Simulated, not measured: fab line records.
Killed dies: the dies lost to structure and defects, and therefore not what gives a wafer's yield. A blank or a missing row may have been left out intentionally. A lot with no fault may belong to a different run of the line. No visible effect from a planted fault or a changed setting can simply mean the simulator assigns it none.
Which tool was responsible? ; flow sky130 ; 13 lots, 39 wafers sampled, at 3 steps of a route of 708

== WHAT THE GAUGES SHOWED, per wafer ==
SKY_PWDE_TW_MEAS_10.
lot;measured;on;PWDE_TW
L565;day 3 17:11;film metro-03;366 366 367
L566;day 4 00:22;film metro-04;371 368 369
L567;day 4 09:17;film metro-01;377 373 375
L568;day 4 15:22;film metro-03;365 367 366
L569;day 4 19:27;film metro-01;374 377 377
L570;day 5 03:13;film metro-04;372 372 373
L576;day 6 08:55;film metro-04;372 372 371
L577;day 6 14:08;film metro-04;375 372 371
L580;day 7 10:34;film metro-03;371 370 370
L583;day 8 10:25;film metro-04;369 371 372
L584;day 8 16:49;film metro-03;370 369 368
L586;day 8 22:26;film metro-01;375 374 377
L588;day 9 07:04;film metro-04;368 368 370

SKY_SD_P_TW_MEAS_11.
lot;measured;on;SD_P_TW
L565;day 25 01:26;film metro-03;2788 2781 2780
L566;day 25 08:20;film metro-02;2859 2866 2862
L567;day 26 04:39;film metro-04;2788 2788 2794
L568;day 26 11:14;film metro-04;2809 2787 2785
L569;day 26 18:38;film metro-03;2811 2803 2795
L570;day 27 07:44;film metro-03;2769 2765 2771
L576;day 29 06:53;film metro-03;2769 2766 2791
L577;day 29 23:47;film metro-03;2764 2784 2780
L580;day 30 16:20;film metro-02;2877 2891 2872
L583;day 32 18:41;film metro-04;2787 2805 2780
L584;day 32 18:23;film metro-02;2874 2897 2881
L586;day 32 19:00;film metro-02;2875 2870 2868
L588;day 32 22:56;film metro-02;2879 2884 2877

== TOOL THAT RAN EACH LOT (tool first, then ch and the chambers of the sampled wafers, then the start) ==
lot;SKY_NWELL_IMPLANT_12
L565;implanter-02 ch 0, day 4 09:57
L566;implanter-02 ch 0, day 4 17:31
L567;implanter-03 ch 0, day 5 02:48
L568;implanter-03 ch 0, day 5 08:18
L569;implanter-01 ch 0, day 5 12:57
L570;implanter-01 ch 0, day 5 21:33
L576;implanter-03 ch 0, day 7 02:46
L577;implanter-01 ch 0, day 7 08:14
L580;implanter-03 ch 0, day 8 06:27
L583;implanter-01 ch 0, day 9 07:24
L584;implanter-02 ch 0, day 9 14:10
L586;implanter-02 ch 0, day 9 20:12
L588;implanter-01 ch 0, day 10 05:10
- SKY_NWELL_IMPLANT_12

== WHAT THE TOOLS THEMSELVES READ (means of the sampled wafers that have a number; where no wafer has one, the mark that the record gives instead) ==
SKY_NWELL_IMPLANT_12.
lot;tool;dose ions cm2;faraday current uA
L565;implanter-02;1.2976e+12;7.26
L566;implanter-02;1.2986e+12;7.33
L567;implanter-03;1.3005e+12;7.34
L568;implanter-03;1.3002e+12;7.32
L569;implanter-01;1.3012e+12;7.39
L570;implanter-01;1.3000e+12;7.31
L576;implanter-03;1.4373e+12;8.25
L577;implanter-01;1.3019e+12;7.28
L580;implanter-03;1.4398e+12;8.21
L583;implanter-01;1.3003e+12;7.27
L584;implanter-02;1.3009e+12;7.39
L586;implanter-02;1.3005e+12;7.40
L588;implanter-01;1.3013e+12;7.27

== THE ANSWER, worked out from the rows above alone ==
Rule: what is usual is taken from the lots themselves. Put in order of their means at a reading, lots are off if they are a third of the lots or fewer, leave a main group of 4 or more, and stand apart from it by a gap of 3 or more times the standard deviation of the main group's means; of several such gaps the widest counts. The tables above print the reading to a certain number of digits; a main group whose means all agree to those digits is not used. A lot without any number at a reading at which 4 lots or more have one is off too. Where the step has rows for the other lots, those lots are counted as sound. Order of review: gauges by route order, followed by the tools' own readings, for which a lot's mean as printed above is used. The first step at which some lot is off is used, and at that step the reading that is off furthest; a lot without a number counts as furthest.
Off: L576, L580, at SKY_NWELL_IMPLANT_12 (dose ions cm2). For the main group the mean is 1.3003e+12 and the standard deviation 1.2e+09.
A tool fits if, at that step or a process step before it, it ran every lot that is off, and no sound lot after the first of them. One fits: SKY_NWELL_IMPLANT_12 on implanter-03. Its last sound lot is L568 (day 5 08:18), its first lot that is off L576 (day 7 02:46): a fault that began between those two fits.
The tool's own readings at SKY_NWELL_IMPLANT_12 bear it out: on the lots that are off they differ by more than 5 times the standard deviation of the sound lots' means. dose ions cm2 reads 1.4386e+12 there against 1.3003e+12 on the sound lots; faraday current uA reads 8.23 there against 7.32 on the sound lots.

== WHAT WAS PUT IN BY THE SIMULATOR ==
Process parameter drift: implanter-03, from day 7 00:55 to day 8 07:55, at SKY_NWELL_IMPLANT_12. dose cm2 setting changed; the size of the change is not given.
Shown lots that were struck: L576, L580. The rule above found the same.
